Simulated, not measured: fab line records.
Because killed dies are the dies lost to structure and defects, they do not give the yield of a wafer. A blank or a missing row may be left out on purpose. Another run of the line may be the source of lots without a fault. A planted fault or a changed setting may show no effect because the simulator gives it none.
Check of tool commonality	flow gf180mcu	14 lots and 42 wafers in the sample

## WHY IT WAS OPENED
GF_MVSD_TW_MEAS_11, reading MVSD_TW: flagged on 2 of 14 lots. Wafers without a fault read 1569, standard deviation 10.
Rule: flag the lot when none of its wafers has a number, or when each of its wafers that has one lies beyond 4 standard deviations from that mean. As for the other lots, they are considered sound.

lot	measured	on	MVSD_TW, wafer by wafer	flag
L460	day 4 11:03	film-metro-03	1546 1553 1561	
L461	day 4 16:33	film-metro-01	1557 1564 1566	
L462	day 4 23:05	film-metro-02	1552 1553 1557	
L463	day 5 03:38	film-metro-01	1574 1573 1581	
L464	day 5 08:54	film-metro-01	1571 1574 1578	
L465	day 5 17:08	film-metro-02	30 30 30	FLAGGED
L466	day 5 22:48	film-metro-02	30 30 30	FLAGGED
L469	day 6 15:06	film-metro-03	1555 1546 1552	
L470	day 6 20:30	film-metro-02	1571 1559 1557	
L476	day 8 11:01	film-metro-01	1574 1574 1577	
L477	day 8 14:05	film-metro-01	1574 1575 1577	
L479	day 8 23:19	film-metro-01	1579 1580 1580	
L482	day 9 18:32	film-metro-02	1576 1573 1565	
L483	day 10 00:20	film-metro-02	1578 1580 1580	
The numbers of the flagged lots are 30 on average: -1539 against the usual, or -99 or more standard deviations.

## LOT BY LOT: THE TOOL USED
The record holds 2 process steps before the reading, out of a route of 602 steps. Read each cell as the tool, then ch plus the chambers that the sampled wafers visited, then the start.
lot	flag	GF_LVPWELL_STRIP_10	GF_MVSD_STRIP_10
L460		plasma-asher-03 ch 0,1, day 3 21:04	plasma-asher-04 ch 0,1, day 4 10:58
L461		plasma-asher-01 ch 0,1, day 4 02:43	plasma-asher-01 ch 0,1, day 4 16:28
L462		plasma-asher-01 ch 0,1, day 4 08:47	plasma-asher-04 ch 0, day 4 22:59
L463		plasma-asher-04 ch 0,1, day 4 13:35	plasma-asher-04 ch 0,1, day 5 03:32
L464		plasma-asher-01 ch 0,1, day 4 18:32	plasma-asher-04 ch 0,1, day 5 08:47
L465	FLAGGED	plasma-asher-01 ch 0,1, day 5 02:12	plasma-asher-01 ch 0,1, day 5 17:02
L466	FLAGGED	plasma-asher-01 ch 0,1, day 5 08:00	plasma-asher-04 ch 0,1, day 5 22:42
L469		plasma-asher-03 ch 0,1, day 5 23:32	plasma-asher-02 ch 0,1, day 6 14:59
L470		plasma-asher-04 ch 0,1, day 6 05:39	plasma-asher-04 ch 0,1, day 6 20:24
L476		plasma-asher-03 ch 0,1, day 7 18:45	plasma-asher-02 ch 0,1, day 8 10:54
L477		plasma-asher-03 ch 0,1, day 7 21:35	plasma-asher-04 ch 0, day 8 13:59
L479		plasma-asher-01 ch 0,1, day 8 06:41	plasma-asher-01 ch 0,1, day 8 23:12
L482		plasma-asher-01 ch 0,1, day 9 00:53	plasma-asher-01 ch 0,1, day 9 18:26
L483		plasma-asher-03 ch 0,1, day 9 06:17	plasma-asher-01 ch 0,1, day 10 00:14
These steps, and what they do:
- GF_LVPWELL_STRIP_10: strips in O2/N2.
- GF_MVSD_STRIP_10: strips in O2/N2.
- GF_MVSD_TW_MEAS_11

## FLAGGED AGAINST TOTAL, ONE TOOL AT A TIME (gauges that did the reading follow at the end)
step	tool	lots run	flagged	share of the flagged lots	sound lots run after its first flagged lot
GF_LVPWELL_STRIP_10	plasma-asher-01	7	2	all	2 (L479,L482)
GF_LVPWELL_STRIP_10	plasma-asher-03	5	0	none	-
GF_LVPWELL_STRIP_10	plasma-asher-04	2	0	none	-
GF_MVSD_STRIP_10	plasma-asher-01	5	1	some	3 (L479,L482,L483)
GF_MVSD_STRIP_10	plasma-asher-02	2	0	none	-
GF_MVSD_STRIP_10	plasma-asher-04	7	1	some	2 (L470,L477)
GF_MVSD_TW_MEAS_11	film-metro-01	6	0	none	-
GF_MVSD_TW_MEAS_11	film-metro-02	6	2	all	3 (L470,L482,L483)
GF_MVSD_TW_MEAS_11	film-metro-03	2	0	none	-

## THE TABLE: WHAT IT ALLOWS
Table rows that saw every flagged lot: 2, namely plasma-asher-01 at GF_LVPWELL_STRIP_10 and film-metro-02 at GF_MVSD_TW_MEAS_11.
- plasma-asher-01 at GF_LVPWELL_STRIP_10: 2 of its 7 lots flagged. After the first flagged lot (L479, L482), sound lots still ran on it; a lasting fault on the whole tool would not permit that. On the flagged lots its readings are blank where sound lots have values: chamber-pressure-mTorr, drypump-motor-current-A, heater-power-w, oes-product-au and 1 more.
- film-metro-02 at GF_MVSD_TW_MEAS_11: 2 of its 6 lots flagged. After the first flagged lot (L470, L482, L483), sound lots still ran on it; a lasting fault on the whole tool would not permit that.
Every row of the table either missed a flagged lot or ran a sound lot after the first.

## WHAT THE SIMULATOR HAD PUT IN
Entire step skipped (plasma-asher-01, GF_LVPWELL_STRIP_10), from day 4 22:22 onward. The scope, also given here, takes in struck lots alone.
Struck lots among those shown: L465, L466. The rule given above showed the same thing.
